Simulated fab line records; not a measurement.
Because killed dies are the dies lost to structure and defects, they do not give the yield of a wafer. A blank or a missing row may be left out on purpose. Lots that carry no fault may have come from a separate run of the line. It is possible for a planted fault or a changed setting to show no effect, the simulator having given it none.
Which tool was responsible? | flow sky130 | 39 wafers from 13 lots sampled at 5 of the route's 708 steps

WHAT THE GAUGES SHOWED, per wafer
SKY_SONOS_ONO_THK_MEAS_05.
lot  | measured     | on            | SONOS_ONO_CVD_04_THK (nm)
L119 | day 12 20:05 | film metro-02 | 5.62 5.44 5.60
L120 | day 13 01:20 | film metro-01 | 5.67 5.64 5.71
L122 | day 13 13:20 | film metro-04 | 5.59 5.58 5.64
L123 | day 13 18:04 | film metro-01 | 5.68 5.67 5.61
L127 | day 13 22:19 | film metro-02 | 5.66 5.58 5.56
L128 | day 13 22:19 | film metro-01 | 5.83 5.76 5.64
L131 | day 13 23:34 | film metro-01 | 5.73 5.77 5.85
L133 | day 19 22:25 | film metro-01 | 5.63 5.50 5.66
L134 | day 20 09:58 | film metro-02 | 5.72 5.77 5.78
L137 | day 20 15:32 | film metro-01 | 5.55 5.64 5.73
L139 | day 20 16:47 | film metro-01 | 5.58 5.64 5.80
L140 | day 20 21:43 | film metro-02 | 5.77 5.81 5.77
L141 | day 21 01:30 | film metro-04 | 5.59 5.71 5.59

SKY_LDD_N_OVL_MEAS_07.
lot  | measured     | on         | LDD_N_OVL (nm)
L119 | day 19 03:07 | overlay-02 | -0.2 -0.2 -0.4
L120 | day 19 10:01 | overlay-02 | 1.1 0.6 1.0
L122 | day 20 02:04 | overlay-01 | 0.9 -0.1 -0.1
L123 | day 20 05:11 | overlay-01 | -1.6 -2.2 -2.2
L127 | day 20 12:04 | overlay-02 | 0.3 -1.8 -2.4
L128 | day 20 12:22 | overlay-01 | -4.7 -3.2 -1.2
L131 | day 20 17:42 | overlay-01 | -1.5 -1.9 -3.7
L133 | day 26 14:55 | overlay-01 | 1.3 2.4 3.1
L134 | day 27 04:13 | overlay-01 | -0.7 -0.9 0.3
L137 | day 27 09:47 | overlay-02 | -2.8 0.6 0.0
L139 | day 27 10:25 | overlay-01 | -1.2 -2.4 -2.3
L140 | day 27 16:43 | overlay-01 | -1.5 -2.5 -2.1
L141 | day 27 18:47 | overlay-01 | -1.0 -0.3 -2.7

WHAT TOOL EACH LOT RAN ON (gives the tool, then ch and the chambers of the sampled wafers, and finally the start)
lot  | SKY_POLY_GATE_ETCH_16              | SKY_POLY_GATE_ETCH_17            | SKY_POLY_GATE_STRIP_18
L119 | rie diel-01 ch 0,1,2, day 17 17:17 | rie si-02 ch 0,2,3, day 17 17:22 | plasma asher-01 ch 0,1, day 17 17:26
L120 | rie diel-04 ch 1,2, day 17 23:02   | rie si-02 ch 0,2,3, day 17 23:08 | plasma asher-02 ch 0, day 17 23:11
L122 | rie diel-03 ch 0,1,2, day 18 16:14 | rie si-01 ch 0,2, day 18 16:20   | plasma asher-04 ch 0,1, day 18 16:23
L123 | rie diel-03 ch 0,3, day 18 19:13   | rie si-01 ch 0,1,3, day 18 19:19 | plasma asher-02 ch 0, day 18 19:22
L127 | rie diel-01 ch 0,1,2, day 19 02:01 | rie si-02 ch 2,3, day 19 02:06   | plasma asher-04 ch 0,1, day 19 02:10
L128 | rie diel-04 ch 0,1,2, day 19 02:20 | rie si-01 ch 1,3, day 19 02:26   | plasma asher-02 ch 0,1, day 19 02:29
L131 | rie diel-03 ch 0,1,3, day 19 07:20 | rie si-02 ch 2,3, day 19 07:26   | plasma asher-04 ch 0,1, day 19 07:31
L133 | rie diel-03 ch 0,1,3, day 25 06:41 | rie si-01 ch 0,2,3, day 25 06:47 | plasma asher-02 ch 0,1, day 25 06:50
L134 | rie diel-03 ch 0,3, day 25 20:26   | rie si-02 ch 0,2,3, day 25 20:32 | plasma asher-04 ch 0,1, day 25 20:37
L137 | rie diel-04 ch 1,2,3, day 26 02:58 | rie si-01 ch 0,1,3, day 26 03:04 | plasma asher-01 ch 0,1, day 26 03:07
L139 | rie diel-01 ch 0,1,2, day 26 03:19 | rie si-02 ch 1,2,3, day 26 03:25 | plasma asher-04 ch 0,1, day 26 03:28
L140 | rie diel-01 ch 1,2, day 26 09:25   | rie si-02 ch 0,2,3, day 26 09:31 | plasma asher-04 ch 0,1, day 26 09:36
L141 | rie diel-03 ch 0,1,3, day 26 11:50 | rie si-02 ch 1,2,3, day 26 11:56 | plasma asher-01 ch 0,1, day 26 11:59
- SKY_POLY_GATE_ETCH_16: etches Si3N4 in CH3F/O2, stops on poly-Si, time 147.5 s, target depth 75 nm.
- SKY_POLY_GATE_ETCH_17: etches poly-Si in HBr/Cl2, stops on SiO2, target depth 180 nm, time 70.5 s.
- SKY_POLY_GATE_STRIP_18: strips in O2/N2.

AS READ BY THE TOOLS THEMSELVES (means over the sampled wafers that have a number; for cases with no such wafer, the mark the record gives instead)
SKY_POLY_GATE_ETCH_16.
lot  | tool        | drypump motor current A (A) | oes product au (a.u.) | throttle valve pct (%)
L119 | rie diel-01 | 5.5                         | 0.642                 | 10.529
L120 | rie diel-04 | 6.7                         | 0.637                 | 10.525
L122 | rie diel-03 | 5.6                         | 0.640                 | 10.539
L123 | rie diel-03 | 6.0                         | 0.633                 | 10.523
L127 | rie diel-01 | 5.5                         | 0.639                 | 10.529
L128 | rie diel-04 | 6.3                         | 0.642                 | 10.544
L131 | rie diel-03 | 6.0                         | 0.636                 | 10.538
L133 | rie diel-03 | 6.0                         | 0.640                 | 10.541
L134 | rie diel-03 | 6.0                         | 0.641                 | 10.528
L137 | rie diel-04 | 6.5                         | 0.639                 | 10.535
L139 | rie diel-01 | 5.5                         | 0.636                 | 10.538
L140 | rie diel-01 | 5.6                         | 0.639                 | 10.529
L141 | rie diel-03 | 6.0                         | 0.639                 | 10.537

SKY_POLY_GATE_ETCH_17.
lot  | tool      | drypump motor current A (A) | mfc cl2 sccm (sccm) | oes product au (a.u.) | throttle valve pct (%)
L119 | rie si-02 | 5.9                         | 49.93               | 0.975                 | 33.680
L120 | rie si-02 | 6.0                         | 50.05               | 0.974                 | 33.683
L122 | rie si-01 | 5.7                         | 49.97               | 0.982                 | 33.680
L123 | rie si-01 | 6.1                         | 50.01               | 0.979                 | 33.677
L127 | rie si-02 | 6.0                         | 50.02               | 0.989                 | 33.687
L128 | rie si-01 | 6.3                         | 50.16               | 0.978                 | 33.685
L131 | rie si-02 | 6.0                         | 49.97               | 0.994                 | 33.679
L133 | rie si-01 | 5.9                         | 49.87               | 0.976                 | 33.678
L134 | rie si-02 | 5.9                         | 50.12               | 0.970                 | 33.694
L137 | rie si-01 | 6.1                         | 50.04               | 0.931                 | 33.691
L139 | rie si-02 | 5.9                         | 50.10               | 0.984                 | 33.679
L140 | rie si-02 | 6.0                         | 49.92               | 0.974                 | 33.672
L141 | rie si-02 | 5.9                         | 50.00               | 0.976                 | 33.694

SKY_POLY_GATE_STRIP_18.
lot  | tool            | drypump motor current A (A) | oes product au (a.u.) | strip time to endpoint s (s)
L119 | plasma asher-01 | 5.80                        | 0.359                 | 3.15
L120 | plasma asher-02 | 5.80                        | 0.360                 | 3.10
L122 | plasma asher-04 | 5.80                        | 0.359                 | 3.18
L123 | plasma asher-02 | 5.80                        | 0.364                 | 3.24
L127 | plasma asher-04 | 5.78                        | 0.359                 | 3.11
L128 | plasma asher-02 | 5.77                        | 0.360                 | 3.18
L131 | plasma asher-04 | 5.79                        | 0.361                 | 3.18
L133 | plasma asher-02 | 5.77                        | 0.361                 | 3.20
L134 | plasma asher-04 | 5.79                        | 0.367                 | 3.23
L137 | plasma asher-01 | 5.82                        | 0.362                 | 3.22
L139 | plasma asher-04 | 5.80                        | 0.363                 | 3.14
L140 | plasma asher-04 | 5.79                        | 0.363                 | 3.17
L141 | plasma asher-01 | 5.87                        | 0.361                 | 3.22

THE ANSWER, worked out from the rows above alone
Rule: the lots themselves supply what counts as usual. Put in order of their means at a reading, lots are off if they are a third of the lots or fewer, leave a main group of 4 or more, and stand apart from it by a gap of 3 or more times the standard deviation of the main group's means; of several such gaps the widest counts. The tables above print the reading to a certain number of digits; a main group whose means all agree to those digits is not used. Also off: a lot with no number at a reading for which 4 or more lots have one. The other lots that the step has rows for count as sound. The gauges are gone through in route order, then the tools' own readings, and for those a lot's mean is taken as printed above. At the first step where some lot is off, the reading lying furthest off is the one used; lots without a number count as furthest.
Off at SKY_POLY_GATE_ETCH_17 (oes product au): L137. For the main group the mean is 0.979 a.u. and the standard deviation 0.0066.
A tool fits if, at that step or a process step before it, it ran every lot that is off, and no sound lot after the first of them. 2 tools fit, rie diel-04 at SKY_POLY_GATE_ETCH_16 and rie si-01 at SKY_POLY_GATE_ETCH_17, so this cannot tell which one it is.

WHAT THE SIMULATOR HAD INSERTED
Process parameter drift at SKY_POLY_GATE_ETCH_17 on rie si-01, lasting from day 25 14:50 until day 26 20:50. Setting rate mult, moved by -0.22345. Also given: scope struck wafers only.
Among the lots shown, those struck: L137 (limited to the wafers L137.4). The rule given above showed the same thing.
